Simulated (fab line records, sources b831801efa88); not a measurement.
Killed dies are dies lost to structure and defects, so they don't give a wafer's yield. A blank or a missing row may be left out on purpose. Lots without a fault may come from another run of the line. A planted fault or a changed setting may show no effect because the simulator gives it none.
Problem report in the 8D (eight disciplines) form, filled by code | flow gf180mcu | the parts of the form that need people (team, actions taken, sign-off) are left out

1. THE PROBLEM
run_length_s at GF_STI_ETCH_13 reads a mean of 118.5 s on 4 wafers of 3 lots; wafers without a fault read 141.2 s with a standard deviation of 0.59. That is -38 standard deviations from the usual mean.
The step: etches the open film in CHF3/O2, stops on Si, target depth 282.31 nm, time 112.9 s.
First seen on wafer L150.2, day 4 20:58, on rie_diel-03. The record holds 36 wafers of 13 lots with a number at this step. Rule for "out", or "out of limits": more than 4 standard deviations from the usual mean. The other wafers with a number count as sound.

2. WHAT IT IS AND WHAT IT IS NOT
question                    | is                                               | is not
which readings at this step | run_length_s, oes_product_au, throttle_valve_pct | drypump_motor_current_A
which lots                  | L150, L151, L156                                 | L137, L140, L141, L142, L144, L145, L146, L148, L159, L160
which wafers of those lots  | L150.2, L151.2, L151.4, L156.2                   | L150.3, L156.3
read on which tools         | rie_diel-03                                      | rie_diel-01, rie_diel-02
when                        | from day 4 20:58                                 | up to then (25 sound wafers); but 7 sound wafers of L156, L159, L160 came after

3. SUSPECTS, AND WHAT RULES EACH OUT
Counting: a tool at a process step up to the reading stays a suspect if it ran every lot that is out. Sound lots after the first of them don't rule it out here, since some wafers of a struck lot are sound.
- rie_diel-03 at GF_STI_ETCH_13 (etches the open film in CHF3/O2, stops on Si, target depth 282.31 nm, time 112.9 s): kept. It ran every lot that is out, first L150 (day 4 20:58); its last sound lot up to then is L148 (day 4 11:04). Its own readings are out on those wafers: oes_product_au, run_length_s, throttle_valve_pct.
Left after counting: rie_diel-03 at GF_STI_ETCH_13.

4. THE CAUSE (what the simulator had put in)
Process parameter drift: rie_diel-03, from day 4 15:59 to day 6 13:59, at GF_STI_ETCH_13. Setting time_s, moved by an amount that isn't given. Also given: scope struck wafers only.
Counting left only this tool.

5. THE CHAIN OF EFFECTS, in route order
Each row: a reading whose mean over the struck wafers that have a number lies more than 3 standard deviations from the usual. Only readings for which the record gives a usual standard deviation are gone through. hours: the time from each lot's start at the first step in this table that gives one to its start at this step, as a median over the lots. sigmas: the change in usual standard deviations.
hours | step            | reading                  | usual      | on struck wafers | change | sigmas
0     | GF_STI_ETCH_13  | oes_product_au           | 0.833 a.u. | 0.999            | +0.166 | +25
0     | GF_STI_ETCH_13  | run_length_s             | 141.2 s    | 118.5            | -22.7  | -38
0     | GF_STI_ETCH_13  | throttle_valve_pct       | 8.809 %    | 8.857            | +0.048 | +5.4
0     | GF_STI_STRIP_15 | oes_product_au           | 0.383 a.u. | 0.403            | +0.020 | +4.0
0     | GF_STI_STRIP_15 | strip_time_to_endpoint_s | 3.72 s     | 4.26             | +0.54  | +14
The process steps in it:
- GF_STI_ETCH_13: etches the open film in CHF3/O2, stops on Si, target depth 282.31 nm, time 112.9 s.
- GF_STI_STRIP_15: strips in O2/N2.
Readings that are blank on the struck wafers while sound wafers have them: rf_fwd_power_W at GF_STI_ETCH_13.
Later measuring or inspecting steps at which every struck wafer that the step has a row for has a number for every such reading, and none has moved that far: GF_STI_THK_MEAS_30, GF_VT_IMPLANT_OVL_MEAS_07.

6. WHAT WOULD HAVE CAUGHT IT SOONER
In this record the first reading out of limits was taken at day 4 20:58, 5 hours after the fault began at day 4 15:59.
